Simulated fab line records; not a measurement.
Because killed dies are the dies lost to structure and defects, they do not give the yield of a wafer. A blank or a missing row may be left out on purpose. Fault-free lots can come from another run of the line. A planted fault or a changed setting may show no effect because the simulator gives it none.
2 desks, one fault ; flow gf180mcu ; each desk has only its own numbers; what lay behind them comes last

== METROLOGY DESK ==
Means of the sampled wafers that have a number, per lot and without regard to the tool the lot ran on: this is what the gauges read. A lot is out of limits, marked OUT, if its mean lies more than 4 standard deviations from the usual mean; the brackets give that distance.
Columns: A = MVSD_TW at GF_MVSD_TW_MEAS_11, usual 1573; B = VT_IMPLANT_OVL at GF_VT_IMPLANT_OVL_MEAS_07, usual -0.8 nm
lot;first seen here;A;B
L615;day 4 09:44;1591;-1.2
L616;day 4 13:58;1578;-2.3
L617;day 4 18:40;1586;-0.7
L619;day 5 11:52;1584;-0.7
L618;day 5 12:35;1580;-2.8
L620;day 5 21:42;1573;-1.1
L621;day 6 09:26;1575;-0.0
L623;day 6 15:16;1549;1.5
L622;day 6 15:38;1550;-1.2
L625;day 7 05:57;1588;1.6
L626;day 7 08:16;1593;-2.0
L630;day 8 04:22;29 (-77) OUT;-0.2
L636;day 9 12:25;1541;-0.7
Finding of this desk: L630 out of limits, first seen on L630 at day 8 04:22 (MVSD_TW at GF_MVSD_TW_MEAS_11). L615, L616, L617, L619, L618, L620, L621, L623, L622, L625, L626, L636: within limits.

== DESK OF THE TOOL OWNER: plasmaAsher-04 ==
The tool's own readings at GF_LVPWELL_STRIP_10 (strips in O2/N2): means of the sampled wafers that have a number, for each lot that ran on this tool. A lot is out of limits, marked OUT, if its mean lies more than 4 standard deviations from the usual mean; the brackets give that distance.
Columns: A = chamberPressureMTorr at GF_LVPWELL_STRIP_10, usual 1500.0 mTorr; B = drypumpMotorCurrentA at GF_LVPWELL_STRIP_10, usual 5.6 A; C = heaterPowerW at GF_LVPWELL_STRIP_10, usual 334 W; D = oesProductAu at GF_LVPWELL_STRIP_10, usual 0.723 a.u.; E = stripTimeToEndpointS at GF_LVPWELL_STRIP_10, usual 36.97 s
lot;first seen here;A;B;C;D;E
L615;day 3 20:31;1498.7;5.2;307;0.722;37.22
L617;day 4 05:23;1501.8;5.2;307;0.723;36.97
L620;day 5 07:17;1499.1;5.2;308;0.725;36.82
L623;day 5 23:52;1499.1;5.2;308;0.720;37.04
L625;day 6 14:26;1500.3;5.3;305;0.724;36.98
L630;day 7 12:20;1500.0;5.2;310;0.943 (+46) OUT;-
Finding of this desk: L630 out of limits; the first was L630 at day 7 12:20, on oesProductAu at GF_LVPWELL_STRIP_10. L615, L617, L620, L623, L625: within limits.

== ALL TOGETHER ==
An alarm could have come from the tool owner's desk at day 7 12:20, on L630.
L630 would have let the metrology desk raise an alarm at day 8 04:22.
On plasmaAsher-04, each named lot ran GF_LVPWELL_STRIP_10.

== WHAT THE SIMULATOR PUT IN ==
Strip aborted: plasmaAsher-04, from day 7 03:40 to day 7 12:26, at GF_LVPWELL_STRIP_10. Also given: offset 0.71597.
Struck lots among those shown: L630.
Hours from the fault's start to each desk's first reading out of limits: the tool owner's desk, 9; the metrology desk, 25.
